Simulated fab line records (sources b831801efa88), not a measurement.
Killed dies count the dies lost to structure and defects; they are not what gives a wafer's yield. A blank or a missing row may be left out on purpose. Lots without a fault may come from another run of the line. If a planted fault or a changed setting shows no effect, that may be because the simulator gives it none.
A lot that was struck, set against a sound lot -- flow sfq line -- 14 steps out of a route of 325
Sound: the wafers L224.2, L224.5, L224.6. Struck: wafer L231.3 (left out: L231.1, L231.6 of the same lot, which were not struck); the cause appears at the end.
At each step with rows: each side's tool, then ch and its chambers, then its first start. Under that, the readings that differ: sound wafers -- struck wafers -- difference of the means -- sigmas: that difference in standard deviations of wafers without a fault.
alike: words and numbers the same on both sides, and readings whose means are apart by under 2 such deviations; not compared: readings that were withheld, readings missing a value for some wafer, numbers with overlapping values and no deviation given by the record, and bounds like >300 which may hide the same value.
The two part at a step that has a row with sigmas, a row that says differs or no value, or rows on one side only. When numbers do not overlap yet have no deviation, they are printed without sigmas and do not part them. A reading that every wafer of one side lacks parts them only if that side has two wafers or more.

first, 4 steps without rows for these wafers: SFQ_TRILAYER_M5_LITHO_SOFTBAKE_127; SFQ_TRILAYER_M5_LITHO_EXPOSE_124 (exposes mask M5, target cd 700 nm); SFQ_TRILAYER_M5_LITHO_PEB_126 (peb time 60 s); SFQ_TRILAYER_M5_LITHO_DEVELOP_125 (time 60 s).
SFQ_M5_OVL_MEAS_932:
  sound: overlay-01 at day 60 05:54; struck: overlay-01 at day 60 20:42
  alike: M5_OVL
SFQ_TRILAYER_M5_BARC_OPEN_METAL_ETCH_161: etches BARC in O2, target depth 125 nm, time 41.7 s.
  sound on rie metal-02 ch 1, day 60 05:57; struck on rie metal-04 ch 1, day 60 20:44
reading,sound,struck,difference,sigmas
oes product au (a.u.),0.695 0.681 0.693,0.678,-0.012,-2
  alike: drypump motor current A, he backside leak sccm
  not compared: rf hours counter h
SFQ_TRILAYER_M5_ETCH_METAL_ETCH_126: etches Nb in Cl2/BCl3, stops on SiO2, time 203.2 s, target depth 265 nm.
  sound on rie metal-02 ch 1, day 60 06:07; struck on rie metal-04 ch 1, day 60 20:48
  alike: drypump motor current A, he backside leak sccm, oes product au
  not compared: rf hours counter h
then, 3 steps without rows for these wafers: SFQ_TRILAYER_M5_STRIP_STRIP_127 (strips in O2); SFQ_TRILAYER_M5_STRIP_SOLV_CLEAN_128 (cleans in NMP, time 600 s); SFQ_TRILAYER_A5B_DEP_PECVD_129 (deposits SiO2 from SiH4/N2O, time 133.33 s, target thk 600 nm).
SFQ_TRILAYER_A5B_CMP_CMP_130: polishes, stops on Nb, target thk 340.7 nm.
  sound on cmp-01 ch 2,3, day 61 02:41; struck on cmp-02 ch 1, day 61 14:53
  alike: motor current A
SFQ_TRILAYER_A5B_METRO_MEASURE_131:
  sound: film metro-01 at day 61 05:53; struck: film metro-01 at day 61 16:53
  alike: thk nm
SFQ_TRILAYER_R5_DEP_SPUTTER_132: material Ti, target thk 5 nm, time 5 s.
  sound: pvd sputter-03 at day 61 06:53; struck: pvd sputter-05 at day 61 18:05
reading,sound,struck,difference,sigmas
model.Ti_of_TRILAYER_R5_DEP_SPUTTER_132.thk nm (nm),5.02 5.118 4.963,1.464,-3.570,
  alike: cathode dc power W, throttle valve pct
SFQ_TRILAYER_R5_DEP_SPUTTER_133: material MoNx, target thk 40 nm, time 66.7 s.
  sound: pvd sputter-03 at day 61 06:55; struck: pvd sputter-05 at day 61 18:07
  alike: cathode dc power W, throttle valve pct

WHERE THEY PART
SFQ_TRILAYER_M5_BARC_OPEN_METAL_ETCH_161 only, going by this record. Later steps at which nothing parts them and some readings are alike: SFQ_TRILAYER_M5_ETCH_METAL_ETCH_126, SFQ_TRILAYER_A5B_CMP_CMP_130, SFQ_TRILAYER_A5B_METRO_MEASURE_131, SFQ_TRILAYER_R5_DEP_SPUTTER_132, SFQ_TRILAYER_R5_DEP_SPUTTER_133.

WHY: the cause the simulator had injected
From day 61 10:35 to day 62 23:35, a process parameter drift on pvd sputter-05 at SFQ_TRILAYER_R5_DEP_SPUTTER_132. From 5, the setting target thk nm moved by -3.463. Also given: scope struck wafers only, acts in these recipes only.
